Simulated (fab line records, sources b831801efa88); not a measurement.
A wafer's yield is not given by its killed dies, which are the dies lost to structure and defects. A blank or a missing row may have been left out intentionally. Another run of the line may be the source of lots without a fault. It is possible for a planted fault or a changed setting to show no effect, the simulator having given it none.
Comparing a struck lot with a sound one :: flow sky130 :: 17 out of 708 route steps
Sound: the wafers L702.4, L702.5, L702.6. Struck: wafer L711.2. (L711.4 of the same lot was not struck and is left out.) The cause comes at the end.
At each step with rows: each side's tool, then ch and its chambers, then its first start. Under that, the readings that differ: sound wafers :: struck wafers :: difference of the means :: sigmas: that difference in standard deviations of wafers without a fault.
alike: words and numbers the same on both sides, and readings whose means are apart by under 2 such deviations; not compared: readings that were withheld, readings missing a value for some wafer, numbers with overlapping values and no deviation given by the record, and bounds like >300 which may hide the same value.
The two part at a step that has a row with sigmas, a row that says differs or no value, or rows on one side only. When numbers do not overlap yet have no deviation, they are printed without sigmas and do not part them. A reading missing from all wafers of one side parts the sides only when that side holds two or more wafers.

first, 3 steps without rows for these wafers: SKY_LI_CONTACT_EXPOSE_09 (exposes mask LICM1, target cd 170 nm); SKY_LI_CONTACT_PEB_10; SKY_LI_CONTACT_DEVELOP_11 (develop time 60 s).
SKY_LI_CONTACT_CD_MEAS_12: the cd target is 170 nm.
  sound on cd_sem-01 at day 33 01:36; struck on cd_sem-01 at day 35 23:11
  alike: cd_nm
SKY_LI_CONTACT_OVL_MEAS_13:
  sound on overlay-02 at day 33 01:41; struck on overlay-01 at day 35 23:17
reading: LI_CONTACT_OVL (nm)
sound: 2 1 2
struck: -11
difference: -13
sigmas: -3
then, 1 step without rows for these wafers: SKY_LI_CONTACT_ETCH_14 (etches BARC in N2/H2, stops on SiO2, time 45.9 s, target depth 60 nm).
SKY_LI_CONTACT_ETCH_15: etches PSG in C4F8/O2/Ar, stops on Si, target depth 600 nm.
  sound on rie_diel-02 ch 1,2, day 33 01:44; struck on rie_diel-04 ch 2, day 35 23:22
  alike: chamber_pressure_mTorr, oes_product_au
SKY_LI_CONTACT_STRIP_16: strips in O2/N2.
  sound on plasma_asher-03 ch 0,1, day 33 01:51; struck on plasma_asher-04 ch 0, day 35 23:26
reading: rf_hours_counter_h (h)
sound: - - -
struck: 70
difference: no value on the sound wafers
sigmas: 
  alike: chamber_pressure_mTorr, drypump_motor_current_A, oes_product_au, strip_time_to_endpoint_s
then, 2 steps without rows for these wafers: SKY_LI_CONTACT_CLEAN_17 (cleans in NMP, time 600 s); SKY_LI_CONTACT_PRE_CLEAN_18 (time 5.6 s).
SKY_LI_CONTACT_SPUTTER_19: material Ti, target thk 20 nm, time 106.37 s.
  sound on pvd_sputter-01 at day 33 02:08; struck on pvd_sputter-01 at day 35 23:45
  alike: throttle_valve_pct
SKY_LI_CONTACT_SPUTTER_20: material TiN, target thk 20 nm, time 80 s.
  sound on pvd_sputter-01 at day 33 02:13; struck on pvd_sputter-01 at day 35 23:50
  alike: throttle_valve_pct
SKY_LI_CONTACT_CVD_21: deposits W, target thk 400 nm, time 120.56 s.
  sound on cvd_w-02 ch 0,1, day 33 02:19; struck on cvd_w-01 ch 0, day 35 23:53
reading: model.W_of_LI_CONTACT_CVD_21.thk_nm (nm)
sound: 405.8 399.9 408.4
struck: 158.4
difference: -246.3
sigmas: 
  alike: heater_power_outer_w, heater_power_w
SKY_LI_CONTACT_RS_MEAS_22: uses a four-point probe to measure.
  sound on film_metro-02 at day 33 02:27; struck on film_metro-04 at day 36 00:19
reading: LI_CONTACT_W_RS (ohm/sq)
sound: 0.280 0.285 0.279
struck: 0.720
difference: +0.439
sigmas: +99 or more
  not compared: hold
SKY_LI_CONTACT_THK_MEAS_23: measures by xrf.
  sound on film_metro-02 at day 33 02:32; struck on film_metro-04 at day 36 02:06
reading: LI_CONTACT_W_THK (nm)
sound: 418 409 422
struck: 161
difference: -255
sigmas: -42
  not compared: hold
SKY_LI_CONTACT_CMP_24: polishes, stops on PSG, t overpolish 20 s, target thk 0 nm.
  sound on cmp-01 ch 2,3, day 33 02:37; struck on cmp-02 ch 1, day 36 04:33
reading: hold
sound: - - -
struck: await_dispo/1.8h/release
difference: no value on the sound wafers
sigmas: 

reading: motor_current_A (A)
sound: 10.1 8.7 11.0
struck: 13.3
difference: +3.4
sigmas: +3

reading: time_to_endpoint_s (s)
sound: 94.5 99.7 102.8
struck: 36.2
difference: -62.8
sigmas: -22
SKY_LOCAL_INTERCONNECT_SPUTTER_00: material TiN, target thk 100 nm, time 83.3 s.
  sound on pvd_sputter-04 at day 33 02:52; struck on pvd_sputter-04 at day 36 04:48
  alike: throttle_valve_pct

== WHERE THEY PART ==
Earliest at SKY_LI_CONTACT_OVL_MEAS_13; latest, in this record, at SKY_LI_CONTACT_CMP_24. Later steps at which nothing parts them and some readings are alike: SKY_LOCAL_INTERCONNECT_SPUTTER_00.

WHY: the cause the simulator had injected
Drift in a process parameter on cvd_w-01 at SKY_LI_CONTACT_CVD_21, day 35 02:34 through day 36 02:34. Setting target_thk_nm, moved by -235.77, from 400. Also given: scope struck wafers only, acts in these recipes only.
